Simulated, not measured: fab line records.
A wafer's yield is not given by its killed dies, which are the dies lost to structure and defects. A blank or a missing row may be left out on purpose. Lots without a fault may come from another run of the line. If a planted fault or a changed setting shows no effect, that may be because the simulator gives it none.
A lot that was struck, set against a sound lot    flow gf180mcu    14 steps out of a route of 602
Sound: the wafers L905.2, L905.4, L905.6. The struck wafers were L917.2, L917.3, L917.5. Last of all comes the cause.
For every step that has rows: the tool of each side, followed by ch and its chambers, followed by its first start. Under that, the readings that differ: sound wafers    struck wafers    difference of the means    sigmas: that difference in standard deviations of wafers without a fault.
alike: words and numbers the same on both sides, and readings whose means are apart by under 2 such deviations; not compared: readings that were withheld, readings missing a value for some wafer, numbers with overlapping values and no deviation given by the record, and bounds like >300 which may hide the same value.
A row with sigmas, a row that says differs or no value, or rows on one side alone: a step with any of these is where the two part. Numbers that don't overlap but have no deviation are shown without sigmas and don't part them. A reading that every wafer of one side lacks parts them only if that side has two wafers or more.

first, 4 steps without rows for these wafers: GF_VT_IMPLANT_SOFTBAKE_25 (time 60 s); GF_VT_IMPLANT_EXPOSE_26 (exposes mask LVPWELL HV AREA, target cd 860 nm); GF_VT_IMPLANT_PEB_27; GF_VT_IMPLANT_DEVELOP_28 (develop time 60 s).
GF_VT_IMPLANT_OVL_MEAS_29:
  sound: overlay-02 at day 8 22:59; struck: overlay-02 at day 12 04:32
  alike: VT_IMPLANT_02_OVL
next, for these wafers, 1 step has no rows: GF_VT_IMPLANT_IMPLANT_30.
GF_VT_IMPLANT_STRIP_31: strips in O2/N2.
  sound on plasma_asher-01 ch 0,1, day 8 23:10; struck on plasma_asher-03 ch 0,1, day 12 04:43
reading              sound           struck          difference  sigmas
o2_flow_sccm (sccm)  2991 2992 3008  3013 3022 3006  +17         +2
  alike: drypump_motor_current_A, heater_power_w, oes_product_au, platen_temp_c, strip_time_to_endpoint_s
  not compared: rf_hours_counter_h
GF_VT_IMPLANT_TW_MEAS_32:
  sound: film_metro-02 at day 8 23:16; struck: film_metro-02 at day 12 04:50
  alike: VT_IMPLANT_3_TW
then, 4 steps without rows for these wafers: GF_VT_IMPLANT_DEHYDRATE_33 (time 60 s); GF_VT_IMPLANT_HMDS_34 (prime time 60 s); GF_VT_IMPLANT_COAT_35 (resist thk 1000 nm); GF_VT_IMPLANT_SOFTBAKE_36 (time 60 s).
GF_VT_IMPLANT_EXPOSE_37: exposes mask Nwell HV AREA, target cd 860 nm.
  struck on iline_stepper-02, day 12 14:45; sound on iline_stepper-02 ch 0, day 9 07:54
  no value came back on the struck wafers for exposure_dose_mJ_cm2, focus_offset_nm (nm); on the sound wafers exposure_dose_mJ_cm2 reads 139.92 139.95 139.98
reading                             sound                    struck                difference  sigmas
model.VT_IMPLANT.overlay_x_nm (nm)  -0.7217 -0.7217 -0.7217  -1.692 -1.692 -1.692  -0.970      
  alike: mask
next, for these wafers, 1 step has no rows: GF_VT_IMPLANT_PEB_38.

## WHERE THEY PART
At GF_VT_IMPLANT_STRIP_31 first; at GF_VT_IMPLANT_EXPOSE_37 last (within this record only).

WHY: what had been put in by the simulator
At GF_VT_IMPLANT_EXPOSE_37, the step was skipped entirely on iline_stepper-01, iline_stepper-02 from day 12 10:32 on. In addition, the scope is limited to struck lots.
